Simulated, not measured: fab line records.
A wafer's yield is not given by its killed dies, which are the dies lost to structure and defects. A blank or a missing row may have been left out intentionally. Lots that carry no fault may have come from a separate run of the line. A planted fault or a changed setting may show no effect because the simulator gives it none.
fab line records ; flow sky130
record: lots: 14; wafers: 42; last_day: 50
route steps=708 shown VT_ADJUST_HVTP@95 GATE_OXIDE@197 SD_N@348 METAL5@662
lots untouched by any fault: they come from a run of this same line in which no faults occurred
start_h: the number of hours between the record's first day and the start of the first shown wafer of the lot ; wait_h: hours since the lot's step before ; " unchanged from the row above ; L1.1+2: several wafers, shown together as one row ; - no value, or no start was given ; * or withheld: withheld ; < > ~ a bound
route shown NAME@n: names a module that has steps shown in the file, with the first one's number in the route ; usual: mean/standard deviation taken from wafers without a fault ; same: alike in all rows ; chamber/n: place in a boat ; sites: per-site readings ; _std_site: standard deviation across them ; _edge_site: inner sites' mean taken away from outer sites' mean ; radius_mm: for every site, how far away it sits from the centre of the wafer ; mask NAME#n: copy n ; behind: the last tool/chamber to shape the wafer ; hold: what put the lot on hold/how long, in hours/how the hold closed ; device: which transistor (n, p or np) failed to switch ; end of line: tests run on the same wafers once the route is complete ; for a step that has no rows: nothing shown but its recipe ; killed: count of dies lost to structure and defects at first sort (not the wafer's yield) ; map: a wafer's dies, marking killed ones x, the rest . and places with no die _
set.NAME: the setting as run; set.NAME@STEP: as run at that earlier step ; model.NAME: the simulator's own value behind a step, which no gauge read
the route's steps for a sample of lots (tables are steps, rows are wafers)
services: from which hour (start_h, from the record's first day; less than 0 if before it) a tool's chamber was out of use, for how many hours, and why
== steps ==
step: SKY_VT_ADJUST_HVTP_STRIP_10
recipe: chemistry: O2/N2; power_w: 1400; pressure_mtorr: 1500; platen_temp_c: withheld; o2_flow_sccm: 3000; n2_flow_sccm: 300; overash_fraction: 0.5
usual: drypump_motor_current_A: 5.3/0.48; oes_product_au: 0.716/0.0047; strip_time_to_endpoint_s: 14.17/0.038
lot.wafer;tool;chamber;start_h;wait_h;drypump_motor_current_A;oes_product_au;rf_hours_counter_h;strip_time_to_endpoint_s
L542.1;plasma_asher-02;1;125.69;0.1;4.9;0.717;31;14.22
L542.5;plasma_asher-02;0;125.69;0.1;4.8;0.721;-;14.24
L542.6;plasma_asher-02;1;125.69;0.1;4.9;0.725;-;14.24
L543.2;plasma_asher-04;1;127.85;0.1;5.3;0.722;45;14.18
L543.3;plasma_asher-04;1;127.85;0.1;5.3;0.716;-;14.19
L543.4;plasma_asher-04;0;127.85;0.1;5.5;0.710;-;14.22
L545.1;plasma_asher-04;1;143.34;0.1;5.3;0.709;47;14.13
L545.4;plasma_asher-04;1;143.34;0.1;5.3;0.720;-;14.12
L545.6;plasma_asher-04;0;143.34;0.1;5.4;0.718;-;14.13
L547.1;plasma_asher-03;1;150.79;0.1;4.9;0.715;3;14.18
L547.3;plasma_asher-03;0;150.79;0.1;6.1;0.723;-;14.22
L547.5;plasma_asher-03;1;150.79;0.1;4.9;0.707;-;14.20
L549.1;plasma_asher-04;1;168.15;0.1;5.3;0.716;49;14.20
L549.2;plasma_asher-04;0;168.15;0.1;5.5;0.724;49;14.17
L549.4;plasma_asher-04;0;168.15;0.1;5.5;0.713;-;14.17
L550.1;plasma_asher-03;1;174.20;0.1;4.9;0.716;6;14.18
L550.2;plasma_asher-03;0;174.20;0.1;6.1;0.715;6;14.13
L550.4;plasma_asher-03;0;174.20;0.1;6.1;0.719;-;14.15
L551.1;plasma_asher-03;1;176.71;0.1;5.0;0.713;6;14.18
L551.5;plasma_asher-03;1;176.71;0.1;5.0;0.717;-;14.12
L551.6;plasma_asher-03;0;176.71;0.1;6.1;0.721;-;14.17
L552.1;plasma_asher-02;1;185.35;0.1;4.8;0.712;37;14.20
L552.3;plasma_asher-02;1;185.35;0.1;4.8;0.718;-;14.18
L552.5;plasma_asher-02;0;185.35;0.1;4.8;0.719;-;14.25
L556.4;plasma_asher-03;0;207.78;0.1;6.1;0.717;-;14.09
L556.5;plasma_asher-03;0;207.78;0.1;6.1;0.717;-;14.15
L556.6;plasma_asher-03;1;207.78;0.1;4.9;0.708;-;14.11
L559.2;plasma_asher-03;0;232.29;0.1;6.1;0.713;13;14.14
L559.3;plasma_asher-03;1;232.29;0.1;5.0;0.721;-;14.12
L559.5;plasma_asher-03;0;232.29;0.1;6.1;0.716;-;14.12
L560.2;plasma_asher-04;0;235.56;0.1;5.4;0.718;57;14.16
L560.4;plasma_asher-04;1;235.56;0.1;5.3;0.717;-;14.13
L560.6;plasma_asher-04;0;235.56;0.1;5.4;0.713;-;14.12
L563.1;plasma_asher-04;0;250.81;0.1;5.4;0.715;59;14.16
L563.3;plasma_asher-04;0;250.81;0.1;5.4;0.719;-;14.15
L563.4;plasma_asher-04;1;250.81;0.1;5.3;0.723;-;14.16
L564.1;plasma_asher-02;1;258.59;0.1;4.8;0.716;41;14.17
L564.3;plasma_asher-02;1;258.59;0.1;4.8;0.720;-;14.17
L564.5;plasma_asher-02;0;258.59;0.1;4.8;0.715;-;14.20
L565.1;plasma_asher-03;0;266.51;0.1;6.1;0.712;16;14.22
L565.2;plasma_asher-03;1;266.51;0.1;5.0;0.719;16;14.20
L565.6;plasma_asher-03;1;266.51;0.1;5.0;0.715;-;14.20
step: SKY_GATE_OXIDE_OVL_MEAS_10
usual: GATE_OXIDE_OVL: 0.6/1.4
lot.wafer;tool;chamber;start_h;wait_h;GATE_OXIDE_OVL[nm]
L542.1;overlay-01;-;309.34;0.1;1.2
L542.5;overlay-01;-;309.34;0.1;-1.9
L542.6;overlay-01;-;309.34;0.1;0.5
L543.2;overlay-02;-;314.75;0.1;2.0
L543.3;overlay-02;-;314.75;0.1;2.9
L543.4;overlay-02;-;314.75;0.1;2.2
L547.1;overlay-02;-;345.66;0.1;1.9
L547.3;overlay-02;-;345.66;0.1;2.1
L547.5;overlay-02;-;345.66;0.1;2.2
L545.1;overlay-01;-;345.94;0.1;-1.0
L545.4;overlay-01;-;345.94;0.1;0.9
L545.6;overlay-01;-;345.94;0.1;-1.0
L549.1;overlay-02;-;365.99;0.1;2.2
L549.2;overlay-02;-;365.99;0.1;2.9
L549.4;overlay-02;-;365.99;0.1;4.4
L550.1;overlay-01;-;372.26;0.1;0.6
L550.2;overlay-01;-;372.26;0.1;2.1
L550.4;overlay-01;-;372.26;0.1;0.8
L551.1;overlay-02;-;378.44;0.1;1.2
L551.5;overlay-02;-;378.44;0.1;0.3
L551.6;overlay-02;-;378.44;0.1;-0.4
L552.1;overlay-02;-;390.49;0.1;-0.7
L552.3;overlay-02;-;390.49;0.1;1.4
L552.5;overlay-02;-;390.49;0.1;0.6
L556.4;overlay-01;-;423.42;0.1;0.6
L556.5;overlay-01;-;423.42;0.1;-0.6
L556.6;overlay-01;-;423.42;0.1;-0.1
L559.2;overlay-01;-;455.99;0.1;2.9
L559.3;overlay-01;-;455.99;0.1;2.5
L559.5;overlay-01;-;455.99;0.1;1.5
L560.2;overlay-02;-;459.18;0.1;-0.7
L560.4;overlay-02;-;459.18;0.1;0.4
L560.6;overlay-02;-;459.18;0.1;2.1
L563.1;overlay-01;-;476.74;0.1;1.3
L563.3;overlay-01;-;476.74;0.1;1.4
L563.4;overlay-01;-;476.74;0.1;-1.3
L564.1;overlay-01;-;487.38;0.1;1.0
L564.3;overlay-01;-;487.38;0.1;1.1
L564.5;overlay-01;-;487.38;0.1;1.6
L565.1;overlay-02;-;498.09;0.1;1.6
L565.2;overlay-02;-;498.09;0.1;0.7
L565.6;overlay-02;-;498.09;0.1;0.1
step: SKY_SD_N_DEVELOP_06
recipe: resist: NOVOLAK; developer: TMAH; develop_time_s: 60; dev_temp_c: 23
usual: chill_plate_temp_C: 23.00/0.12; develop_time_s: 60/0; developer_temp_C: 22.98/0.1
lot.wafer;tool;chamber;start_h;wait_h;chill_plate_temp_C;develop_time_s;developer_temp_C
L542.1;litho_track-04;0;643.73;0.1;22.83;60;23.08
L542.5;litho_track-04;0;643.73;0.1;22.85;60;23.16
L542.6;litho_track-04;0;643.73;0.1;22.88;60;23.06
L543.2;litho_track-04;0;652.40;0.1;22.84;60;22.77
L543.3;litho_track-04;0;652.40;0.1;23.18;60;23.04
L543.4;litho_track-04;0;652.40;0.1;22.96;60;23.01
L547.1;litho_track-04;0;682.63;0.1;23.08;60;22.93
L547.3;litho_track-04;0;682.63;0.1;22.96;60;23.01
L547.5;litho_track-04;0;682.63;0.1;23.08;60;23.08
L545.1;litho_track-04;0;684.73;0.1;23.07;60;23.06
L545.4;litho_track-04;0;684.73;0.1;23.07;60;22.98
L545.6;litho_track-04;0;684.73;0.1;22.97;60;22.90
L549.1;litho_track-04;0;708.93;0.1;22.85;60;22.93
L549.2;litho_track-04;0;708.93;0.1;22.85;60;23.10
L549.4;litho_track-04;0;708.93;0.1;22.87;60;23.01
L550.1;litho_track-04;0;710.63;0.1;22.97;60;22.73
L550.2;litho_track-04;0;710.63;0.1;22.93;60;22.81
L550.4;litho_track-04;0;710.63;0.1;22.90;60;22.89
L551.1;litho_track-01;0;714.59;0.1;22.93;60;22.96
L551.5;litho_track-01;0;714.59;0.1;23.03;60;23.03
L551.6;litho_track-01;0;714.59;0.1;23.05;60;22.91
L552.1;litho_track-01;0;726.19;0.1;22.88;60;22.93
L552.3;litho_track-01;0;726.19;0.1;22.81;60;22.82
L552.5;litho_track-01;0;726.19;0.1;23.00;60;22.92
L556.4;litho_track-04;0;756.80;0.1;22.84;60;23.19
L556.5;litho_track-04;0;756.80;0.1;23.12;60;23.17
L556.6;litho_track-04;0;756.80;0.1;22.86;60;23.04
L559.2;litho_track-04;-;784.40;0.1;-;-;-
L559.3;litho_track-04;-;784.40;0.1;-;-;-
L559.5;litho_track-04;-;784.40;0.1;-;-;-
L560.2;litho_track-01;-;787.46;0.1;-;-;-
L560.4;litho_track-01;-;787.46;0.1;-;-;-
L560.6;litho_track-01;-;787.46;0.1;-;-;-
L563.1;litho_track-01;0;800.69;0.1;23.07;60;22.70
L563.3;litho_track-01;0;800.69;0.1;23.02;60;22.85
L563.4;litho_track-01;0;800.69;0.1;23.14;60;23.00
L564.1;litho_track-02;0;809.74;0.1;22.85;60;23.04
L564.3;litho_track-02;0;809.74;0.1;23.01;60;22.99
L564.5;litho_track-02;0;809.74;0.1;22.95;60;23.00
L565.1;litho_track-04;0;816.83;0.1;23.11;60;23.04
L565.2;litho_track-04;0;816.83;0.1;23.02;60;22.88
L565.6;litho_track-04;0;816.83;0.1;23.10;60;23.00
step: SKY_METAL5_SPUTTER_01
recipe: material: TiN; target_thk_nm: 20; power_w: 6500; time_s: 16.7; chamber_pressure_pa: 0.4
usual: throttle_valve_pct: 30.0/1.2
lot.wafer;tool;chamber;start_h;wait_h;throttle_valve_pct
L542.1;pvd_sputter-01;-;1004.18;0.0;30.0
L542.5;pvd_sputter-01;-;1004.18;0.0;28.9
L542.6;pvd_sputter-01;-;1004.18;0.0;29.4
L543.2;pvd_sputter-01;-;1008.88;0.0;28.9
L543.3;pvd_sputter-01;-;1008.88;0.0;29.4
L543.4;pvd_sputter-01;-;1008.88;0.0;30.6
L547.1;pvd_sputter-04;-;1034.91;0.0;29.0
L547.3;pvd_sputter-04;-;1034.91;0.0;30.1
L547.5;pvd_sputter-04;-;1034.91;0.0;28.1
L545.1;pvd_sputter-02;-;1036.30;0.0;30.7
L545.4;pvd_sputter-02;-;1036.30;0.0;31.0
L545.6;pvd_sputter-02;-;1036.30;0.0;30.3
L549.1;pvd_sputter-04;-;1056.50;0.0;30.4
L549.2;pvd_sputter-04;-;1056.50;0.0;32.2
L549.4;pvd_sputter-04;-;1056.50;0.0;29.3
L550.1;pvd_sputter-02;-;1056.80;0.0;31.0
L550.2;pvd_sputter-02;-;1056.80;0.0;29.5
L550.4;pvd_sputter-02;-;1056.80;0.0;30.1
L551.1;pvd_sputter-02;-;1060.95;0.0;30.2
L551.5;pvd_sputter-02;-;1060.95;0.0;31.2
L551.6;pvd_sputter-02;-;1060.95;0.0;30.3
L552.1;pvd_sputter-01;-;1067.79;0.0;29.4
L552.3;pvd_sputter-01;-;1067.79;0.0;30.3
L552.5;pvd_sputter-01;-;1067.79;0.0;30.7
L556.4;pvd_sputter-02;-;1092.74;0.0;30.1
L556.5;pvd_sputter-02;-;1092.74;0.0;30.6
L556.6;pvd_sputter-02;-;1092.74;0.0;29.6
L559.2;pvd_sputter-01;-;1112.90;0.0;28.7
L559.3;pvd_sputter-01;-;1112.90;0.0;29.7
L559.5;pvd_sputter-01;-;1112.90;0.0;28.7
L560.2;pvd_sputter-04;-;1116.02;0.0;30.1
L560.4;pvd_sputter-04;-;1116.02;0.0;29.1
L560.6;pvd_sputter-04;-;1116.02;0.0;29.2
L563.1;pvd_sputter-04;-;1125.07;0.0;30.0
L563.3;pvd_sputter-04;-;1125.07;0.0;32.4
L563.4;pvd_sputter-04;-;1125.07;0.0;28.9
L564.1;pvd_sputter-01;-;1133.51;0.0;30.4
L564.3;pvd_sputter-01;-;1133.51;0.0;29.2
L564.5;pvd_sputter-01;-;1133.51;0.0;29.8
L565.1;pvd_sputter-04;-;1135.32;0.0;30.2
L565.2;pvd_sputter-04;-;1135.32;0.0;32.5
L565.6;pvd_sputter-04;-;1135.32;0.0;29.1
== services ==
tool;chamber;start_h;hours;kind
plasma_asher-03;-;108.75;9.0;pm
plasma_asher-04;-;120.33;2.6;repair
plasma_asher-04;-;138.46;0.5;repair
plasma_asher-04;-;152.22;0.4;repair
pvd_sputter-02;-;155.54;1.2;repair
pvd_sputter-02;-;193.73;3.2;repair
pvd_sputter-02;-;208.88;5.5;repair
plasma_asher-03;-;212.21;0.8;repair
pvd_sputter-04;-;216.69;13.6;repair
pvd_sputter-01;-;271.75;3.9;repair
plasma_asher-04;-;276.32;5.2;repair
pvd_sputter-02;-;294.68;3.4;repair
plasma_asher-04;-;390.04;14.6;pm
plasma_asher-03;-;416.15;2.8;pm
plasma_asher-04;-;421.25;9.0;pm
pvd_sputter-01;-;451.45;3.2;repair
pvd_sputter-01;-;468.04;0.5;repair
plasma_asher-04;-;470.01;3.1;repair
plasma_asher-03;-;615.88;0.7;repair
plasma_asher-04;-;791.74;1.2;repair
plasma_asher-04;-;889.64;0.5;repair
pvd_sputter-01;-;998.78;2.7;repair
plasma_asher-03;-;1035.68;1.2;repair
pvd_sputter-01;-;1058.84;2.3;repair
== key ==
first_sign: step: SKY_SD_N_DEVELOP_06; reading: tool_record; direction: missing
effect none on later readings
met_at SKY_SD_N_DEVELOP_06
struck_lots L559,L560
sort_left_out L559.2,L559.3,L559.5,L560.2,L560.4,L560.6
tester_left_out L559,L560
not_acting_at SKY_VT_ADJUST_HVTP_STRIP_10,SKY_GATE_OXIDE_OVL_MEAS_10,SKY_METAL5_SPUTTER_01
onset_between 756.80 784.40
fault: kind: skipped_step_whole; tool: litho_track-01,litho_track-04; chamber: -; onset_h: 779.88; steps: SKY_SD_N_DEVELOP_06; scope: struck_lots_only
tester_left_out: of these lots the tester's yield and bins aren't shown, on N5 and GAA mostly nor the transistor test; their killed dies are dies lost to structure and defects alone, not to doping, threshold or leakage, so they don't give the yield
sort_left_out: the simulated sort isn't trusted on such a fault, so these wafers' sort isn't shown, and their yield isn't known
